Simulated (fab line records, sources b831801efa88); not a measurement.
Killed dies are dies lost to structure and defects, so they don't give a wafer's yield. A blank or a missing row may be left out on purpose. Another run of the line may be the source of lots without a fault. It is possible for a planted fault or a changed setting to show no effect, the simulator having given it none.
Comparing a struck lot with a sound one	flow gf180mcu	29 steps out of a route of 602
Sound: the wafers L456.1, L456.4, L456.5. Wafers L465.1, L465.4, L465.6 were the ones struck. Last of all comes the cause.
For every step that has rows: the tool of each side, followed by ch and its chambers, followed by its first start. Under that, the readings that differ: sound wafers	struck wafers	difference of the means	sigmas: that difference in standard deviations of wafers without a fault.
alike: a reading whose means differ by less than 2 such deviations, as well as words and numbers matching on both sides. not compared: withheld readings; readings where some wafer has no value; bounds like >300 that might hide an equal value; numbers whose values overlap and for which the record gives no deviation.
The two part at a step that has a row with sigmas, a row that says differs or no value, or rows on one side only. Numbers that have no deviation but don't overlap get no sigmas and don't part them. Lack of a reading on every wafer of one side parts them only where that side has two or more wafers.

first, 7 steps without rows for these wafers: GF_HV_LDD_DEHYDRATE_24 (time 60 s); GF_HV_LDD_HMDS_25 (prime time 60 s); GF_HV_LDD_COAT_26 (resist thk 1000 nm); GF_HV_LDD_SOFTBAKE_27 (time 60 s); GF_HV_LDD_EXPOSE_28 (exposes mask Nplus HV AREA, target cd 400 nm); GF_HV_LDD_PEB_29; GF_HV_LDD_DEVELOP_30 (develop time 60 s).
GF_HV_LDD_CD_MEAS_31: target cd 400 nm.
  struck on cdSem-01, day 17 08:32; sound on cdSem-01, day 14 14:35
reading	sound	struck	difference	sigmas
cdNm (nm)	400.2 397.7 398.9	403.0 402.6 404.0	+4.3	+2
GF_HV_LDD_OVL_MEAS_32:
  struck on overlay-01, day 17 08:39; sound on overlay-01, day 14 14:43
  alike: HV_LDD_02_OVL
then, 3 steps without rows for these wafers: GF_HV_LDD_IMPLANT_33; GF_HV_LDD_IMPLANT_34; GF_HV_LDD_IMPLANT_35.
GF_HV_LDD_IMPLANT_36:
  struck on implanter-04, day 17 09:08; sound on implanter-04 ch 0, day 14 15:12
  no value came back on the struck wafers for beamEnergyKeV, beamOnS (s), implantIonAmu; on the sound wafers beamEnergyKeV reads 60.022 59.999 59.996
GF_HV_LDD_STRIP_37: strips in O2/N2.
  sound on plasmaAsher-02 ch 0,1, day 14 15:21; struck on plasmaAsher-03 ch 0,1, day 17 09:17
  alike: drypumpMotorCurrentA, heaterPowerW, n2FlowSccm, oesProductAu, stripTimeToEndpointS
  not compared: rfHoursCounterH
GF_HV_LDD_TW_MEAS_38:
  struck on filmMetro-04, day 17 09:37; sound on filmMetro-04, day 14 15:27
reading	sound	struck	difference	sigmas
HV_LDD_3_TW	1425 1423 1425	1303 1296 1300	-125	-8
  not compared: hold
then, 6 steps without rows for these wafers: GF_HV_LDD_HMDS_40 (prime time 60 s); GF_HV_LDD_COAT_41 (resist thk 1000 nm); GF_HV_LDD_SOFTBAKE_42 (time 60 s); GF_HV_LDD_EXPOSE_43 (exposes mask Pplus HV AREA, target cd 400 nm); GF_HV_LDD_PEB_44; GF_HV_LDD_DEVELOP_45 (develop time 60 s).
GF_HV_LDD_CD_MEAS_46: target cd 400 nm.
  struck on cdSem-02, day 18 09:04; sound on cdSem-01, day 15 12:38
reading	sound	struck	difference	sigmas
cdNm (nm)	396.6 396.9 395.7	401.4 399.9 401.6	+4.6	+2
GF_HV_LDD_OVL_MEAS_47:
  struck on overlay-02, day 18 09:11; sound on overlay-01, day 15 12:45
  alike: HV_LDD_03_OVL
then, 1 step without rows for these wafers: GF_HV_LDD_IMPLANT_48.
GF_HV_LDD_STRIP_49: strips in O2/N2.
  sound on plasmaAsher-04 ch 0,1, day 15 12:56; struck on plasmaAsher-03 ch 0,1, day 18 09:23
  alike: drypumpMotorCurrentA, heaterPowerW, n2FlowSccm, oesProductAu, stripTimeToEndpointS
  not compared: rfHoursCounterH
GF_HV_LDD_TW_MEAS_50:
  struck on filmMetro-04, day 18 09:29; sound on filmMetro-03, day 15 13:02
  alike: HV_LDD_4_TW
then, 1 step without rows for these wafers: GF_HV_LDD_CLEAN_51 (cleans in SC1/SC2, time 150 s).
GF_HV_LDD_RTA_52: time 10 s.
  sound on rtpAnneal-01 ch 0, day 15 13:08; struck on rtpAnneal-01 ch 0, day 18 09:36
  alike: lampPowerPct, wafer_temp_C_max
GF_HV_LDD_RS_MEAS_53: uses a four-point probe to measure.
  struck on filmMetro-01, day 18 09:57; sound on filmMetro-01, day 15 13:13
reading	sound	struck	difference	sigmas
HV_LDD_RS (ohm/sq)	417.5 417.8 416.7	439.2 439.6 439.6	+22.1	+20
  not compared: hold

WHERE THEY PART
Earliest at GF_HV_LDD_CD_MEAS_31; latest, in this record, at GF_HV_LDD_RS_MEAS_53.

WHY: what the simulator had put in
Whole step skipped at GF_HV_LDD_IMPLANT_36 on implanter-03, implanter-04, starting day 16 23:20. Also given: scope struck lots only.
